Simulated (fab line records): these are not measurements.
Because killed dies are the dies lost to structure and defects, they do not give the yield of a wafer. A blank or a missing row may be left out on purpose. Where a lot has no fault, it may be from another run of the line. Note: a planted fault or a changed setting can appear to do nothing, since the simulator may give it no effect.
What tool caused it? ; flow gf180mcu ; Sampling: 13 lots, 39 wafers, 4 of 602 route steps

WHAT THE GAUGES READ, wafer by wafer
GF_M4_OVL_MEAS_15.
lot;measured;on;M4_OVL (nm)
L277;day 23 09:14;overlay-01;-2 -4 1
L278;day 23 18:11;overlay-02;5 8 6
L280;day 24 07:27;overlay-02;4 -2 5
L281;day 25 00:10;overlay-02;-7 -4 -8
L282;day 25 06:16;overlay-01;3 -6 10
L283;day 25 14:46;overlay-01;-1 0 4
L285;day 26 04:36;overlay-01;4 -9 1
L287;day 26 22:08;overlay-02;-4 -4 -9
L293;day 28 17:33;overlay-01;3 5 -1
L294;day 28 21:02;overlay-02;-2 -3 3
L297;day 29 17:41;overlay-02;-6 -6 1
L298;day 29 22:17;overlay-01;2 -4 -3
L299;day 30 06:23;overlay-02;-3 -3 2

TOOL THAT RAN EACH LOT (tool first, then ch and the chambers of the sampled wafers, then the start)
lot;GF_V3_CMP_26;GF_M4_SPUTTER_04;GF_M4_SOFTBAKE_10
L277;cmp-01 ch 0,1,3, day 22 09:45;pvd_sputter-02, day 22 10:14;litho_track-04 ch 0, day 22 22:04
L278;cmp-02 ch 1,2,3, day 22 18:28;pvd_sputter-04, day 22 18:51;litho_track-01 ch 0, day 23 06:16
L280;cmp-02 ch 1,3, day 23 08:45;pvd_sputter-03, day 23 09:11;litho_track-04 ch 0, day 23 20:22
L281;cmp-02 ch 1,2,3, day 24 01:35;pvd_sputter-03, day 24 02:01;litho_track-01 ch 0, day 24 12:40
L282;cmp-01 ch 0,1, day 24 07:40;pvd_sputter-02, day 24 08:05;litho_track-04 ch 0, day 24 19:16
L283;cmp-02 ch 0,2, day 24 16:34;pvd_sputter-02, day 24 17:02;litho_track-01 ch 0, day 25 03:22
L285;cmp-02 ch 1,2,3, day 25 07:23;pvd_sputter-03, day 25 07:43;litho_track-01 ch 0, day 25 18:10
L287;cmp-02 ch 0,3, day 26 00:43;pvd_sputter-04, day 26 01:08;litho_track-04 ch 0, day 26 11:24
L293;cmp-01 ch 0,3, day 27 21:20;pvd_sputter-04, day 27 22:01;litho_track-04 ch 0, day 28 07:30
L294;cmp-01 ch 0,2, day 28 01:04;pvd_sputter-02, day 28 01:29;litho_track-04 ch 0, day 28 11:24
L297;cmp-02 ch 1,2,3, day 28 22:37;pvd_sputter-02, day 28 23:03;litho_track-02 ch 0, day 29 08:26
L298;cmp-01 ch 0,1,2, day 29 02:49;pvd_sputter-03, day 29 03:18;litho_track-02 ch 0, day 29 12:59
L299;cmp-01 ch 0,1,3, day 29 11:31;pvd_sputter-03, day 29 12:00;litho_track-02 ch 0, day 29 20:56
- GF_V3_CMP_26: polishes, stops on SiO2, t overpolish 15 s, target thk 0 nm.
- GF_M4_SPUTTER_04: material TiN, target thk 50 nm, time 41.7 s.
- GF_M4_SOFTBAKE_10: time 60 s.

AS READ BY THE TOOLS THEMSELVES (means over the sampled wafers that have a number; for cases with no such wafer, the mark the record gives instead)
GF_V3_CMP_26.
lot;tool;motor_current_A (A);overpolish_run_s (s);retaining_ring_pressure_frac;slurry_flow_ml_min;time_to_endpoint_s (s)
L277;cmp-01;10.5;14.993;0.997;149.7;81
L278;cmp-02;11.3;14.997;0.998;149.7;89
L280;cmp-02;11.7;15.007;0.998;149.8;85
L281;cmp-02;11.5;15.005;1.001;149.8;86
L282;cmp-01;10.1;14.995;1.002;149.9;83
L283;cmp-02;9.4;14.994;1.000;150.4;92
L285;cmp-02;10.9;15.003;1.002;149.8;90
L287;cmp-02;10.0;14.992;1.006;150.4;86
L293;cmp-01;10.8;15.007;1.004;150.2;82
L294;cmp-01;11.3;15.006;1.001;150.0;80
L297;cmp-02;11.2;15.001;1.003;149.8;87
L298;cmp-01;10.3;15.001;1.000;150.3;87
L299;cmp-01;10.3;14.999;0.999;150.3;85

GF_M4_SPUTTER_04.
lot;tool;chamber_pressure_pa (Pa);throttle_valve_pct (%)
L277;pvd_sputter-02;0.4003;29.8
L278;pvd_sputter-04;0.3998;29.2
L280;pvd_sputter-03;0.4003;29.9
L281;pvd_sputter-03;0.4007;29.6
L282;pvd_sputter-02;0.4005;30.2
L283;pvd_sputter-02;0.4001;30.0
L285;pvd_sputter-03;0.4001;30.0
L287;pvd_sputter-04;0.4008;30.2
L293;pvd_sputter-04;0.3986;29.2
L294;pvd_sputter-02;0.3997;29.8
L297;pvd_sputter-02;0.3994;30.2
L298;pvd_sputter-03;0.3996;29.5
L299;pvd_sputter-03;0.3996;29.3

GF_M4_SOFTBAKE_10.
lot;tool;plate_temp_C (C);run_length_s (s)
L277;litho_track-04;129.97;89.32
L278;litho_track-01;130.12;89.32
L280;litho_track-04;130.13;89.38
L281;litho_track-01;129.87;89.46
L282;litho_track-04;130.21;89.23
L283;litho_track-01;130.12;89.40
L285;litho_track-01;129.95;89.48
L287;litho_track-04;130.01;89.19
L293;litho_track-04;129.93;92.04
L294;litho_track-04;130.04;92.02
L297;litho_track-02;130.11;88.83
L298;litho_track-02;129.92;88.75
L299;litho_track-02;130.29;88.80

THE ANSWER, worked out from the rows above alone
Rule: the usual values come from the lots themselves. Put in order of their means at a reading, lots are off if they are a third of the lots or fewer, leave a main group of 4 or more, and stand apart from it by a gap of 3 or more times the standard deviation of the main group's means; of several such gaps the widest counts. Not used: any main group whose means are identical at the precision the tables above print for the reading. A lot without any number at a reading at which 4 lots or more have one is off too. The other lots that the step has rows for count as sound. First the gauges in route order, then the tools' own readings, where a lot's mean is used as printed above. At the first step where some lot is off, the reading lying furthest off is the one used; lots without a number count as furthest.
Off: L293, L294, at GF_M4_SOFTBAKE_10 (run_length_s). Mean 89.20 s and standard deviation 0.26 in the main group.
A tool fits if, at that step or a process step before it, it ran every lot that is off, and no sound lot after the first of them. One fits: litho_track-04 at GF_M4_SOFTBAKE_10. Its last sound lot is L287 (day 26 11:24), its first lot that is off L293 (day 28 07:30): a fault that began between those two fits.
The tool's own readings at GF_M4_SOFTBAKE_10 bear it out: on the lots that are off they differ by more than 5 times the standard deviation of the sound lots' means. run_length_s reads 92.03 s there against 89.20 s on the sound lots.

WHAT THE SIMULATOR HAD PUT IN
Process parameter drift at GF_M4_SOFTBAKE_10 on litho_track-04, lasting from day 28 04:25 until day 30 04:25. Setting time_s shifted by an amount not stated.
Struck lots among those shown: L293, L294. This agrees with what the rule above found.
